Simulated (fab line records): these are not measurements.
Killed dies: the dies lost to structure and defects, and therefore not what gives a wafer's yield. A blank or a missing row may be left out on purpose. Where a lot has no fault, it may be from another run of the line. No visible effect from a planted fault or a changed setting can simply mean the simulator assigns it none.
Chamber matching | flow sky130 | SKY_VIA2_CMP_24 on cmp-02: 4 sister chambers
The step polishes, stops on SiO2, t overpolish 20 s, target thk 0 nm. 8 wafers are shown with their chamber, then 11 later ones without.

EACH WAFER AND ITS CHAMBER
wafer  | chamber | motor current A (A) | time to endpoint s (s)
L078.3 | 0       | 12.4                | 100
L080.3 | 1       | 12.2                | 97
L080.5 | 2       | 11.2                | 103
L083.3 | 0       | 12.2                | 100
L086.2 | 3       | 11.8                | 103
L086.4 | 2       | 11.3                | 105
L086.5 | 3       | 11.9                | 103
L089.1 | 1       | 12.0                | 105

WAFERS MISSING THEIR CHAMBER
wafer  | motor current A (A) | time to endpoint s (s)
L089.2 | 10.4                | 104
L089.5 | 10.6                | 104
L093.3 | 11.5                | 107
L093.5 | 12.4                | 101
L093.6 | 12.3                | 102
L092.1 | 11.0                | 107
L092.4 | 12.3                | 101
L092.5 | 12.4                | 99
L097.1 | 12.0                | 101
L097.2 | 12.1                | 103
L097.5 | 12.1                | 104

THE CHAMBER EACH PASSED THROUGH
wafer  | from the rows above          | in truth
L089.2 | 2                            | 2
L089.5 | 2                            | 2
L093.3 | can't be placed: 2 or 3      | 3
L093.5 | can't be placed: 0 or 1      | 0
L093.6 | can't be placed: 0 or 1      | 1
L092.1 | 2                            | 2
L092.4 | can't be placed: 0 or 1      | 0
L092.5 | can't be placed: 0 or 1      | 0
L097.1 | can't be placed: 1 or 3 or 0 | 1
L097.2 | can't be placed: 1 or 0 or 3 | 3
L097.5 | can't be placed: 1 or 0 or 3 | 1
Placed correctly: 3 of 11. Cannot be placed on the basis of these rows: 8; the candidates contain the true chamber in 8. Placed wrongly: 0.
How it was worked out, from the rows above alone: a wafer's distance from a chamber is the root of the sum, over the readings, of the square of ((its reading less the chamber's mean) divided by the reading's scatter). If the next closest chamber is less than 2 further off than the closest, the wafer can't be placed; otherwise it belongs to the closest. A chamber's mean is the mean of its shown wafers. The scatter: take each reading less its chamber's mean, square it, sum over the shown wafers, divide by the number of wafers less the number of chambers, and take the root.
